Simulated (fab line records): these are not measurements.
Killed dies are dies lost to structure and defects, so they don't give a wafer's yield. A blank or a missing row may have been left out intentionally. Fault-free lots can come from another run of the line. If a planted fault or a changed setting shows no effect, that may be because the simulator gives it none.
2 desks, one fault    flow sfq_line    each desk holds nothing but its own numbers, with what lay behind them at the end

THE METROLOGY DESK
Lot by lot, what the gauges showed, no matter which tool ran the lot: averages of those sampled wafers that carry a number. The brackets show how far a lot's mean lies from the usual mean; more than 4 standard deviations puts the lot out of limits, marked OUT.
Columns: A = M1_NB_RS at SFQ_M1_RS_MEAS_909, usual 0.893 ohm/sq
lot   first seen here  A
L227  day 10 07:01     0.896
L229  day 10 19:02     0.907
L230  day 11 03:25     0.892
L231  day 11 08:13     0.875
L232  day 11 10:37     0.883
L233  day 11 13:05     0.886
L235  day 12 10:37     0.905
L236  day 12 15:25     0.900
L237  day 12 19:05     0.892
L239  day 13 21:48     0.900
L238  day 13 23:00     0.892
L240  day 14 02:39     0.892
L243  day 15 08:48     1.008 (+12) OUT
Finding of this desk: L243 out of limits, first seen on L243 at day 15 08:48 (M1_NB_RS at SFQ_M1_RS_MEAS_909). L227, L229, L230, L231, L232, L233, L235, L236, L237, L239, L238, L240 stayed within limits.

AT THE TOOL OWNER'S DESK: pvd_sputter-03
The tool's own readings at SFQ_TRILAYER_M1_DEP_SPUTTER_037 (material Nb, target thk 200 nm, time 133.3 s): means of the sampled wafers that have a number, for each lot that ran on this tool. The brackets show how far a lot's mean lies from the usual mean; more than 4 standard deviations puts the lot out of limits, marked OUT.
Columns: A = chamber_pressure_pa at SFQ_TRILAYER_M1_DEP_SPUTTER_037, usual 0.13333 Pa; B = throttle_valve_pct at SFQ_TRILAYER_M1_DEP_SPUTTER_037, usual 29.3 %
lot   first seen here  A        B
L227  day 10 06:55     0.13331  29.2
L229  day 10 18:55     0.13320  29.9
L230  day 11 03:19     0.13332  29.4
L231  day 11 08:08     0.13347  29.0
L233  day 11 12:59     0.13334  29.2
L238  day 13 22:54     0.13325  29.2
L240  day 14 02:31     0.13344  28.9
L243  day 15 08:43     0.13353  28.8
This desk's finding: nothing out of limits on any of the 8 lots.

PUT TOGETHER
On L243, the metrology desk was in a position to raise an alarm at day 15 08:48.
The desk of the tool owner found nothing out of limits.
Tool owner's desk: L243 on record, inside its limits.
On pvd_sputter-03, each named lot ran SFQ_TRILAYER_M1_DEP_SPUTTER_037.

WHAT WAS PUT IN BY THE SIMULATOR
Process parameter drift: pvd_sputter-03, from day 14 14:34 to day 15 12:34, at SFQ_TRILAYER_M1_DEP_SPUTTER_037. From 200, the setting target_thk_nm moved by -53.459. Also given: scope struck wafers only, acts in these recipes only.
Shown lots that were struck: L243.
Delay in hours, fault start to first out-of-limits reading, per desk: metrology desk 18.
